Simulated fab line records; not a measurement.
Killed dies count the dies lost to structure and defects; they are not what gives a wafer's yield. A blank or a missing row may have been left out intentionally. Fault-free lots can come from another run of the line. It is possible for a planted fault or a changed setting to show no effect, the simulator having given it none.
The tool behind it: which one?	flow sky130	13 lots with 39 wafers sampled at 7 steps, on a route of 708 steps

== WHAT THE GAUGES READ, wafer by wafer ==
SKY_VT_ADJUST_HVTR_CD_MEAS_07: the cd target is 380 nm.
lot	measured	on	cd_nm (nm)
L699	day 9 11:32	cd_sem-01	378.7 374.6 377.5
L700	day 9 19:55	cd_sem-02	376.9 378.2 376.3
L701	day 9 23:55	cd_sem-01	378.7 379.1 378.8
L702	day 10 03:04	cd_sem-01	375.7 378.0 380.8
L703	day 10 15:19	cd_sem-01	382.2 381.9 381.5
L706	day 12 11:37	cd_sem-02	- - -
L714	day 14 04:40	cd_sem-02	383.7 382.0 386.9
L715	day 14 13:34	cd_sem-02	379.8 382.7 382.4
L718	day 15 09:41	cd_sem-02	380.8 383.7 383.6
L719	day 15 12:59	cd_sem-01	380.2 380.3 380.0
L720	day 15 21:44	cd_sem-01	382.2 383.4 381.8
L721	day 16 07:32	cd_sem-01	381.8 382.7 381.8
L722	day 16 12:55	cd_sem-02	379.8 381.2 379.7

SKY_VT_ADJUST_HVTR_TW_MEAS_11.
lot	measured	on	VT_ADJUST_HVTR_TW
L699	day 9 11:56	film_metro-04	210.0 210.5 209.3
L700	day 9 20:19	film_metro-02	208.2 209.1 209.3
L701	day 10 00:19	film_metro-03	210.5 210.2 210.9
L702	day 10 03:28	film_metro-02	209.1 208.5 208.4
L703	day 10 15:42	film_metro-02	207.9 209.4 208.6
L706	day 12 12:01	film_metro-03	29.9 30.0 30.0
L714	day 14 05:04	film_metro-02	207.6 210.3 210.7
L715	day 14 13:58	film_metro-02	209.0 208.9 208.3
L718	day 15 10:04	film_metro-02	207.8 208.8 208.6
L719	day 15 13:24	film_metro-04	211.2 210.8 210.6
L720	day 15 22:09	film_metro-03	209.7 209.1 209.5
L721	day 16 07:56	film_metro-02	210.1 209.1 208.8
L722	day 16 13:18	film_metro-02	208.9 209.1 208.4

SKY_VT_ADJUST_PCH_OVL_MEAS_07.
lot	measured	on	VT_ADJUST_PCH_OVL (nm)
L699	day 10 10:23	overlay-01	-0.9 -3.1 0.0
L700	day 10 18:29	overlay-02	-3.3 -2.9 -4.5
L701	day 10 22:47	overlay-01	-1.0 0.4 0.4
L702	day 11 02:23	overlay-02	-3.4 -2.5 -4.1
L703	day 11 15:13	overlay-01	-0.5 -0.7 0.5
L706	day 13 14:23	overlay-02	-2.3 -1.5 -1.8
L714	day 15 07:44	overlay-01	0.0 0.2 -0.9
L715	day 15 17:38	overlay-02	-0.4 1.1 -0.8
L718	day 16 13:56	overlay-02	0.2 -2.6 -1.6
L719	day 16 16:44	overlay-02	-2.0 -1.5 -0.9
L720	day 17 02:26	overlay-01	-1.6 -2.8 -2.2
L721	day 17 12:51	overlay-01	-0.5 -0.3 0.2
L722	day 17 17:24	overlay-01	-1.7 -0.4 -2.5

SKY_SONOS_TUNNEL_TW_MEAS_12.
lot	measured	on	SONOS_TUNNEL_TW
L699	day 11 09:38	film_metro-03	197.8 195.4 197.5
L700	day 11 18:34	film_metro-02	194.2 194.8 195.0
L701	day 11 23:04	film_metro-02	195.0 195.6 194.2
L702	day 12 03:23	film_metro-03	196.4 195.8 196.3
L703	day 12 16:25	film_metro-03	195.3 197.1 197.3
L706	day 14 16:38	film_metro-03	249.1 247.4 248.3
L714	day 16 11:28	film_metro-03	197.3 196.9 196.6
L715	day 16 22:28	film_metro-01	194.6 196.4 196.5
L718	day 17 18:56	film_metro-03	198.1 196.8 196.6
L719	day 17 22:34	film_metro-03	196.8 197.0 197.4
L720	day 18 08:02	film_metro-03	194.5 194.1 194.4
L721	day 18 18:42	film_metro-02	194.9 195.8 195.3
L722	day 18 23:03	film_metro-01	195.0 195.6 196.5

== TOOL THAT RAN EACH LOT (tool first, then ch and the chambers of the sampled wafers, then the start) ==
lot	SKY_VT_ADJUST_NCORE_STRIP_10	SKY_VT_ADJUST_HVTR_EXPOSE_04	SKY_VT_ADJUST_PCH_STRIP_09
L699	plasma_asher-02 ch 0,1, day 8 13:58	iline_stepper-02 ch 0, day 9 01:10	plasma_asher-01 ch 0,1, day 10 10:35
L700	plasma_asher-04 ch 0,1, day 8 22:00	iline_stepper-02 ch 0, day 9 09:08	plasma_asher-01 ch 0, day 10 18:40
L701	plasma_asher-01 ch 0,1, day 9 01:53	iline_stepper-01 ch 0, day 9 12:25	plasma_asher-03 ch 0,1, day 10 22:58
L702	plasma_asher-04 ch 0,1, day 9 05:12	iline_stepper-02 ch 0, day 9 16:09	plasma_asher-01 ch 0,1, day 11 02:35
L703	plasma_asher-02 ch 0,1, day 9 17:39	iline_stepper-02 ch 0, day 10 04:27	plasma_asher-02 ch 0,1, day 11 15:25
L706	plasma_asher-04 ch 0,1, day 11 11:51	iline_stepper-02 ch 0, day 11 23:44	plasma_asher-02 ch 0,1, day 13 14:35
L714	plasma_asher-04 ch 0,1, day 13 02:24	iline_stepper-02 ch 0, day 13 15:31	plasma_asher-01 ch 0,1, day 15 07:56
L715	plasma_asher-04 ch 0,1, day 13 11:28	iline_stepper-01 ch 0, day 14 00:18	plasma_asher-01 ch 0,1, day 15 17:50
L718	plasma_asher-02 ch 0,1, day 14 07:29	iline_stepper-02 ch 0, day 14 20:53	plasma_asher-01 ch 0,1, day 16 14:09
L719	plasma_asher-04 ch 0,1, day 14 10:15	iline_stepper-02 ch 0, day 14 23:26	plasma_asher-02 ch 0,1, day 16 16:56
L720	plasma_asher-02 ch 0, day 14 19:12	iline_stepper-02 ch 0, day 15 08:20	plasma_asher-02 ch 0,1, day 17 02:38
L721	plasma_asher-04 ch 1, day 15 04:19	iline_stepper-02 ch 0, day 15 18:10	plasma_asher-01 ch 1, day 17 13:02
L722	plasma_asher-04 ch 0,1, day 15 08:57	iline_stepper-02 ch 0, day 15 22:41	plasma_asher-03 ch 0,1, day 17 17:37
- SKY_VT_ADJUST_NCORE_STRIP_10: strips in O2/N2.
- SKY_VT_ADJUST_HVTR_EXPOSE_04: exposes mask HVTRM, target cd 380 nm.
- SKY_VT_ADJUST_PCH_STRIP_09: strips in O2/N2.

== AS READ BY THE TOOLS THEMSELVES (means over the sampled wafers that have a number; for cases with no such wafer, the mark the record gives instead) ==
SKY_VT_ADJUST_NCORE_STRIP_10.
lot	tool	drypump_motor_current_A (A)	o2_flow_sccm (sccm)	oes_product_au (a.u.)	strip_time_to_endpoint_s (s)
L699	plasma_asher-02	5.9	2998	0.721	14.15
L700	plasma_asher-04	5.8	3012	0.713	14.21
L701	plasma_asher-01	5.7	2998	0.714	14.17
L702	plasma_asher-04	5.8	3005	0.718	14.18
L703	plasma_asher-02	5.9	2994	0.718	14.22
L706	plasma_asher-04	5.8	2999	0.717	14.16
L714	plasma_asher-04	5.4	3004	0.716	14.19
L715	plasma_asher-04	5.8	3002	0.717	14.21
L718	plasma_asher-02	5.9	2997	0.720	14.22
L719	plasma_asher-04	5.8	2999	0.714	14.21
L720	plasma_asher-02	5.8	3010	0.713	14.29
L721	plasma_asher-04	5.0	2997	0.717	14.18
L722	plasma_asher-04	5.4	2998	0.719	14.19

SKY_VT_ADJUST_PCH_STRIP_09.
lot	tool	drypump_motor_current_A (A)	o2_flow_sccm (sccm)	oes_product_au (a.u.)	strip_time_to_endpoint_s (s)
L699	plasma_asher-01	5.5	3008	0.723	36.94
L700	plasma_asher-01	5.3	3005	0.728	36.95
L701	plasma_asher-03	5.2	3005	0.719	36.86
L702	plasma_asher-01	5.7	3007	0.722	36.91
L703	plasma_asher-02	5.9	2999	0.724	36.97
L706	plasma_asher-02	5.8	2998	0.722	37.11
L714	plasma_asher-01	5.5	2999	0.719	36.82
L715	plasma_asher-01	5.7	2999	0.721	36.84
L718	plasma_asher-01	5.5	3006	0.718	36.98
L719	plasma_asher-02	5.8	3000	0.726	36.86
L720	plasma_asher-02	5.8	3013	0.722	36.93
L721	plasma_asher-01	5.9	2992	0.720	36.89
L722	plasma_asher-03	5.3	2986	0.723	37.06

== THE ANSWER, worked out from the rows above alone ==
Rule: the lots themselves supply what counts as usual. Put in order of their means at a reading, lots are off if they are a third of the lots or fewer, leave a main group of 4 or more, and stand apart from it by a gap of 3 or more times the standard deviation of the main group's means; of several such gaps the widest counts. If all means in a main group match to the digits the tables above print for the reading, that group is not used. Also off: a lot with no number at a reading for which 4 or more lots have one. The other lots that the step has rows for count as sound. After the gauges, taken in route order, come the tools' own readings; for these a lot's mean is taken, as printed above. The first step at which some lot is off is used, and at that step the reading that is off furthest; a lot without a number counts as furthest.
Off at SKY_VT_ADJUST_HVTR_CD_MEAS_07 (cd_nm): L706. Without a number there: L706. Mean 380.5 nm and standard deviation 2.2 in the main group.
If a tool, at a process step before that reading, ran all the lots that are off and no sound lot after the first of them, it fits. The gauges at SKY_VT_ADJUST_HVTR_CD_MEAS_07 aren't tried: what is off there is off at SKY_VT_ADJUST_HVTR_TW_MEAS_11 too, on other tools, and a gauge's error can't cause that. Not one of the candidates tried fits.

== WHAT HAD BEEN PUT IN BY THE SIMULATOR ==
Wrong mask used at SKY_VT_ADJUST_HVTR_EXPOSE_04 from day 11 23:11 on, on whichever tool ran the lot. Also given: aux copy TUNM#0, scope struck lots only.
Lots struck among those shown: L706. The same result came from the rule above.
